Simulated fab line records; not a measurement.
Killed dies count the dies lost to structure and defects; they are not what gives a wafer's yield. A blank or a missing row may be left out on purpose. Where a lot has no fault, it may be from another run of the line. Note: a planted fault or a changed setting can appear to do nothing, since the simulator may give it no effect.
fab line records ; flow sfq-line
[record] lots = 6; wafers = 18; last-day = 92
route steps=325 shown R5@221 I5@228
lots untouched by any fault: they come from a run of this same line in which no faults occurred
start-h: the number of hours between the record's first day and the start of the first shown wafer of the lot ; wait-h: hours from the lot's prior step to this one ; " as in the row above ; L1.1+2: a single row standing in for several wafers ; - value missing, or start not given ; * or withheld: withheld ; < > ~ a bound
route shown NAME@n: a module of which the file shows steps, and the number in the route of the first ; usual: mean/standard deviation of fault-free wafers ; same: alike in all rows ; chamber/n: place in a boat ; sites: readings site by site ; _std_site: standard deviation of those values ; _edge_site: mean of outer sites minus mean of inner sites ; radius-mm: how far each site lies from the wafer's centre ; mask NAME#n: copy n ; behind: the tool/chamber that last shaped the wafer ; hold: cause of the lot's hold/its duration in hours/its outcome ; device: transistor that didn't switch, given as n, p or np ; end of line: the same wafers' tests at the end of the route ; a step without rows: its recipe alone ; killed: not the wafer's yield, but the dies lost to structure and defects at the first sort ; map: shows each die of a wafer: x if killed, . if not, _ if none is there
set.NAME: the setting the step ran with; set.NAME@STEP: the setting that earlier step ran with ; model.NAME: the simulator's own value behind a step, which no gauge read
certain route steps with their lots: each step a table, each wafer a row
services: the hour from which a tool's chamber was out of use, counted from the record's first day as start-h (under 0 if before that day), plus the number of hours and why
[[steps]]
[step SFQ_TRILAYER_R5_LITHO_PEB_139]
[recipe] peb-temp-c = 115; peb-time-s = 60; resist = KrF
[step SFQ_TRILAYER_R5_LITHO_DEVELOP_138]
[recipe] time-s = 60; resist = KrF
[step SFQ_R5_OVL_MEAS_935]
[usual] R5_OVL = 3/4.6
lot.wafer;tool;chamber;start-h;wait-h;R5_OVL[nm]
L315.1;overlay-01;-;1488.52;0.1;1
L315.5;overlay-01;-;1488.52;0.1;8
L315.6;overlay-01;-;1488.52;0.1;0
L319.4;overlay-01;-;1504.14;0.1;3
L319.5;overlay-01;-;1504.14;0.1;1
L319.6;overlay-01;-;1504.14;0.1;3
L320.1;overlay-01;-;1505.32;0.1;1
L320.2;overlay-01;-;1505.32;0.1;-4
L320.6;overlay-01;-;1505.32;0.1;-6
L323.1;overlay-01;-;1538.92;0.1;-2
L323.4;overlay-01;-;1538.92;0.1;-3
L323.6;overlay-01;-;1538.92;0.1;0
L326.2;overlay-01;-;1557.35;0.1;4
L326.3;overlay-01;-;1557.35;0.1;5
L326.5;overlay-01;-;1557.35;0.1;-3
L333.3;overlay-01;-;1583.76;0.1;-4
L333.4;overlay-01;-;1583.76;0.1;7
L333.5;overlay-01;-;1583.76;0.1;-3
[step SFQ_TRILAYER_R5_BARC_OPEN_METAL_ETCH_177]
[recipe] mask-material = PR; chemistry = O2; target-depth-nm = 125; target = BARC; icp-w = 600; bias-w = 80; pressure-mtorr = 10; time-s = 41.7
[usual] drypump-motor-current-A = 5.36/0.23; oes-product-au = 0.685/0.0044
lot.wafer;tool;chamber;start-h;wait-h;drypump-motor-current-A;oes-product-au;rf-hours-counter-h
L315.1;rie-metal-03;0;1488.56;0.0;5.25;0.690;39
L315.5;rie-metal-03;0;1488.56;0.0;5.24;0.685;-
L315.6;rie-metal-03;0;1488.56;0.0;5.24;0.681;-
L319.4;rie-metal-04;1;1504.18;0.0;5.29;0.681;-
L319.5;rie-metal-04;1;1504.18;0.0;5.31;0.689;-
L319.6;rie-metal-04;0;1504.18;0.0;5.05;0.687;-
L320.1;rie-metal-03;1;1505.36;0.0;5.53;0.681;1
L320.2;rie-metal-03;0;1505.36;0.0;5.25;0.681;42
L320.6;rie-metal-03;1;1505.36;0.0;5.52;0.691;-
L323.1;rie-metal-01;1;1538.96;0.0;5.36;0.687;106
L323.4;rie-metal-01;1;1538.96;0.0;5.38;0.689;-
L323.6;rie-metal-01;0;1538.96;0.0;5.84;0.686;-
L326.2;rie-metal-04;1;1557.38;0.0;5.27;0.684;34
L326.3;rie-metal-04;0;1557.38;0.0;5.07;0.687;-
L326.5;rie-metal-04;0;1557.38;0.0;5.07;0.681;-
L333.3;rie-metal-04;0;1583.80;0.0;5.06;0.685;-
L333.4;rie-metal-04;1;1583.80;0.0;5.33;0.683;-
L333.5;rie-metal-04;0;1583.80;0.0;5.05;0.681;-
[step SFQ_TRILAYER_R5_ETCH_METAL_ETCH_139]
[recipe] stop-on = SiO2; mask-material = PR; chemistry = Cl2; target-depth-nm = 60; icp-w = 600; bias-w = 80; pressure-mtorr = 10; time-s = 40
[usual] drypump-motor-current-A = 5.36/0.23; oes-product-au = 0.988/0.0075
lot.wafer;tool;chamber;start-h;wait-h;drypump-motor-current-A;oes-product-au;rf-hours-counter-h
L315.1;rie-metal-03;0;1488.68;0.1;5.24;0.989;39
L315.5;rie-metal-03;0;1488.68;0.1;5.26;0.992;-
L315.6;rie-metal-03;0;1488.68;0.1;5.25;0.990;-
L319.4;rie-metal-04;1;1504.24;0.0;5.29;0.971;-
L319.5;rie-metal-04;1;1504.24;0.0;5.27;0.979;-
L319.6;rie-metal-04;0;1504.24;0.0;5.05;0.993;-
L320.1;rie-metal-03;1;1505.42;0.0;5.51;0.995;1
L320.2;rie-metal-03;0;1505.42;0.0;5.26;0.991;42
L320.6;rie-metal-03;1;1505.42;0.0;5.51;0.987;-
L323.1;rie-metal-01;1;1539.02;0.0;5.38;0.996;107
L323.4;rie-metal-01;1;1539.02;0.0;5.38;0.995;-
L323.6;rie-metal-01;0;1539.02;0.0;5.83;0.985;-
L326.2;rie-metal-04;1;1557.44;0.0;5.30;0.978;34
L326.3;rie-metal-04;0;1557.44;0.0;5.06;0.987;-
L326.5;rie-metal-04;0;1557.44;0.0;5.07;0.993;-
L333.3;rie-metal-04;0;1583.86;0.0;5.04;0.998;-
L333.4;rie-metal-04;1;1583.86;0.0;5.33;0.977;-
L333.5;rie-metal-04;0;1583.86;0.0;5.06;0.999;-
[step SFQ_TRILAYER_R5_STRIP_STRIP_140]
[recipe] gas = O2; power-w = 200; platen-temp-c = 40; overash-fraction = 0.65; chemistry = O2; pressure-mtorr = 50
[usual] drypump-motor-current-A = 5.36/0.23; oes-product-au = 0.999/0.013
lot.wafer;tool;chamber;start-h;wait-h;drypump-motor-current-A;oes-product-au;rf-hours-counter-h
L315.1;rie-metal-03;0;1488.80;0.1;5.22;0.993;39
L315.5;rie-metal-03;0;1488.80;0.1;5.23;0.997;-
L315.6;rie-metal-03;0;1488.80;0.1;5.23;0.992;-
L319.4;rie-metal-04;1;1504.48;0.2;5.31;0.986;-
L319.5;rie-metal-04;1;1504.48;0.2;5.31;0.995;-
L319.6;rie-metal-04;0;1504.48;0.2;5.04;1.014;-
L320.1;rie-metal-03;1;1505.48;0.0;5.53;1.007;1
L320.2;rie-metal-03;0;1505.48;0.0;5.23;1.004;42
L320.6;rie-metal-03;1;1505.48;0.0;5.51;1.009;-
L323.1;rie-metal-01;1;1539.08;0.0;5.37;1.018;107
L323.4;rie-metal-01;1;1539.08;0.0;5.39;1.015;-
L323.6;rie-metal-01;0;1539.08;0.0;5.84;0.988;-
L326.2;rie-metal-04;1;1557.50;0.0;5.29;0.976;35
L326.3;rie-metal-04;0;1557.50;0.0;5.08;0.990;-
L326.5;rie-metal-04;0;1557.50;0.0;5.07;1.005;-
L333.3;rie-metal-04;0;1584.10;0.2;5.05;1.019;-
L333.4;rie-metal-04;1;1584.10;0.2;5.30;0.999;-
L333.5;rie-metal-04;0;1584.10;0.2;5.08;1.014;-
[step SFQ_TRILAYER_R5_STRIP_SOLV_CLEAN_141]
[recipe] chemistry = NMP; temp-c = 70; time-s = 600
[step SFQ_TRILAYER_A5C_DEP_PECVD_142]
[recipe] material = SiO2; temp-c = 150; time-s = 15.556; pressure-torr = 2.4; rf-w = 183.3; precursor = SiH4/N2O; target-thk-nm = 70
[usual] heater-power-w = 82/14; throttle-valve-pct = 26.1/1.2
lot.wafer;tool;chamber;start-h;wait-h;heater-power-w;throttle-valve-pct
L315.1;pecvd-04;0;1490.19;0.0;100;24.5
L315.5;pecvd-04;1;1490.19;0.0;67;26.5
L315.6;pecvd-04;2;1490.19;0.0;73;25.6
L319.4;pecvd-01;2;1505.31;0.0;106;26.7
L319.5;pecvd-01;0;1505.31;0.0;79;26.0
L319.6;pecvd-01;1;1505.31;0.0;75;27.5
L320.1;pecvd-04;0;1506.25;0.0;90;24.7
L320.2;pecvd-04;1;1506.25;0.0;61;26.5
L320.6;pecvd-04;0;1506.25;0.0;88;24.8
L323.1;pecvd-01;1;1539.85;0.0;79;27.8
L323.4;pecvd-01;0;1539.85;0.0;78;26.4
L323.6;pecvd-01;2;1539.85;0.0;110;26.6
L326.2;pecvd-01;1;1558.27;0.0;79;27.8
L326.3;pecvd-01;0;1558.27;0.0;87;26.5
L326.5;pecvd-01;2;1558.27;0.0;97;26.6
L333.3;pecvd-01;0;1584.67;0.0;74;26.4
L333.4;pecvd-01;2;1584.67;0.0;96;26.7
L333.5;pecvd-01;0;1584.67;0.0;76;26.3
[step SFQ_TRILAYER_I5_LITHO_COAT_149]
[recipe] resist = BARC; spin-rpm = 3000; resist-thk-nm = 62
[step SFQ_TRILAYER_I5_LITHO_COAT_144]
[recipe] resist = KrF; spin-rpm = 3000; resist-thk-nm = 650
[step SFQ_TRILAYER_I5_LITHO_SOFTBAKE_148]
[recipe] temp-c = withheld; time-s = withheld; resist = KrF
[step SFQ_TRILAYER_I5_LITHO_EXPOSE_145]
[recipe] mask-id = I5; na = 0.6; source-shape = conventional; sigma-outer = 0.65; target-cd-nm = 700; dose-mj = 21.3
[step SFQ_TRILAYER_I5_LITHO_PEB_147]
[recipe] peb-temp-c = 115; peb-time-s = 60; resist = KrF
[usual] chill-plate-temp-C = 22.99/0.096; exhaust-pa = 45.1/0.95
lot.wafer;tool;chamber;start-h;wait-h;chill-plate-temp-C;exhaust-pa
L315.1;litho-track-01;0;1610.84;1.0;22.84;44.6
L315.5;litho-track-01;0;1610.84;1.0;23.03;45.5
L315.6;litho-track-01;0;1610.84;1.0;22.93;45.8
L319.4;litho-track-03;-;1624.11;0.5;-;-
L319.5;litho-track-03;-;1624.11;0.5;-;-
L319.6;litho-track-03;-;1624.11;0.5;-;-
L320.1;litho-track-03;-;1625.24;1.0;-;-
L320.2;litho-track-03;-;1625.24;1.0;-;-
L320.6;litho-track-03;-;1625.24;1.0;-;-
L323.1;litho-track-02;0;1649.24;1.0;23.07;45.9
L323.4;litho-track-02;0;1649.24;1.0;22.98;45.6
L323.6;litho-track-02;0;1649.24;1.0;22.93;46.1
L326.2;litho-track-03;0;1666.06;0.8;22.82;44.6
L326.3;litho-track-03;0;1666.06;0.8;22.98;44.5
L326.5;litho-track-03;0;1666.06;0.8;23.06;44.2
L333.3;litho-track-02;0;1702.51;0.7;22.90;46.2
L333.4;litho-track-02;0;1702.51;0.7;23.06;45.2
L333.5;litho-track-02;0;1702.51;0.7;22.99;44.6
[step SFQ_TRILAYER_I5_LITHO_DEVELOP_146]
[recipe] time-s = 60; resist = KrF
[[services]]
tool;chamber;start-h;hours;kind
rie-metal-03;1;1482.08;-;clean
rie-metal-03;1;1482.08;-;consumable-replace:focus-ring
rie-metal-03;1;1482.08;14.7;scheduled-down
rie-metal-03;1;1482.08;14.7;vent-cycle
pecvd-04;2;1493.32;10.4;repair
rie-metal-03;-;1511.07;2.8;pm
pecvd-04;-;1538.30;2.8;repair
rie-metal-04;-;1559.62;0.7;repair
rie-metal-01;-;1576.38;2.4;repair
pecvd-04;-;1640.43;0.8;pm
rie-metal-03;-;1648.06;0.7;repair
pecvd-04;-;1686.25;14.0;pm
pecvd-04;0;1686.25;14.0;vent-cycle
pecvd-04;1;1686.25;14.0;vent-cycle
pecvd-04;2;1686.25;14.0;vent-cycle
pecvd-01;-;1694.82;14.6;pm
rie-metal-01;1;1695.76;-;clean
rie-metal-01;1;1695.76;-;consumable-replace:focus-ring
rie-metal-01;1;1695.76;14.0;scheduled-down
rie-metal-01;1;1695.76;14.0;vent-cycle
rie-metal-03;-;1696.81;0.5;repair
pecvd-04;0;1700.25;-;clean
pecvd-04;1;1700.25;-;clean
pecvd-04;2;1700.25;-;clean
[[key]]
[first-sign] step = SFQ_TRILAYER_I5_LITHO_PEB_147; reading = tool-record; direction = missing
effect none on later readings
met-at SFQ_TRILAYER_I5_LITHO_PEB_147
struck-wafers L319.4,L319.5,L319.6,L320.1,L320.2,L320.6
[fault] kind = skipped-step-whole; tool = litho-track-03; chamber = -; onset-h = 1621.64; steps = SFQ_TRILAYER_I5_LITHO_PEB_147; scope = struck-lots-only
